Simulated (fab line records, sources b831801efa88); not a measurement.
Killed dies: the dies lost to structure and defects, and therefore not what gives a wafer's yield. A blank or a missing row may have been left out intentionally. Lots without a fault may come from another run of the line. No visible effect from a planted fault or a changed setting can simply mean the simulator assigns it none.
Problem report in the 8D (eight disciplines) form, filled by code | flow gf180mcu | the parts of the form that need people (team, actions taken, sign-off) are left out

1. WHAT WENT WRONG
Wafers with no fault read 12.60 s with a standard deviation of 0.036, whereas strip-time-to-endpoint-s at GF_SAB_STRIP_13 reads a mean of 13.20 s on 1 wafer of 1 lot. Measured from the usual mean, that is +17 standard deviations.
The step: strips in O2/N2.
The first sign was on wafer L604.2 at day 21 07:13, on plasma-asher-01. The record has a number at this step for 38 wafers belonging to 13 lots. Rule for "out", or "out of limits": more than 4 standard deviations from the usual mean. The rest of the wafers with a number are treated as sound.

2. WHAT IT IS, WHAT IT ISN'T
question                    | is                       | is not
which readings at this step | strip-time-to-endpoint-s | drypump-motor-current-A, heater-power-w, oes-product-au
which lots                  | L604                     | L587, L588, L589, L591, L593, L594, L595, L596, L597, L598, L599, L601
which wafers of those lots  | L604.2                   | L604.4
read on which tools         | plasma-asher-01          | plasma-asher-02, plasma-asher-03
when                        | from day 21 07:13        | up to then (37 sound wafers)

3. WHAT RULES OUT EACH SUSPECT
Counting: any tool at a process step up to the reading remains a suspect provided it ran every lot that is out. Sound lots after the first of them don't rule it out here, since some wafers of a struck lot are sound.
- litho-track-04 at GF_SAB_COAT_04 (resist thk 1000 nm): kept. The lot that is out, L604, ran on it at day 20 18:52; the last sound lot it ran before that was L601, at day 20 00:09.
- plasma-asher-01 at GF_SAB_STRIP_13 (strips in O2/N2): kept. The lot that is out, L604, ran on it at day 21 07:13; the last sound lot it ran before that was L601, at day 20 12:54. Its own readings are out on those wafers: strip-time-to-endpoint-s.
Remaining after the count are litho-track-04 at GF_SAB_COAT_04 and plasma-asher-01 at GF_SAB_STRIP_13.

4. THE CAUSE (what the simulator had put in)
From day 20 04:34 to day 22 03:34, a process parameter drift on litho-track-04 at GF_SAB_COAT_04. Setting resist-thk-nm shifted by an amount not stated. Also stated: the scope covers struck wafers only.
Counting left 2 suspects, and this tool is among them.

5. THE EFFECT CHAIN, in route order
One row per reading whose mean, taken over the struck wafers that have a number, lies over 3 standard deviations from the usual. Readings are gone through only where the record gives a usual standard deviation; hours: the median, over the lots, of the time from a lot's start at the first step in this table giving one to that lot's start at this step; sigmas: the change measured in usual standard deviations.
hours | step            | reading                  | usual   | on struck wafers | change | sigmas
0     | GF_SAB_STRIP_13 | strip-time-to-endpoint-s | 12.60 s | 13.20            | +0.60  | +17
Process steps it contains:
- GF_SAB_STRIP_13: strips in O2/N2.
At these later measuring or inspecting steps, every struck wafer for which the step has a row has a number for every such reading, and none has moved that far: GF_SALICIDE_THK_MEAS_05, GF_CONTACT_BOW_MEAS_05.

6. WHAT WOULD HAVE CAUGHT IT SOONER
In this record no reading fell out of limits until day 21 07:13, 27 hours after the fault had begun at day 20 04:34.
Tool readings at GF_SAB_COAT_04 with a usual standard deviation given in the record: none out on any struck wafer, hence no alarm at a limit of 4 standard deviations on them.
The start of GF_SAB_COAT_04 on litho-track-04 came by day 21 07:13 for every one of the lots that are out (1). Tool hold at that time: it would have spared none of them.
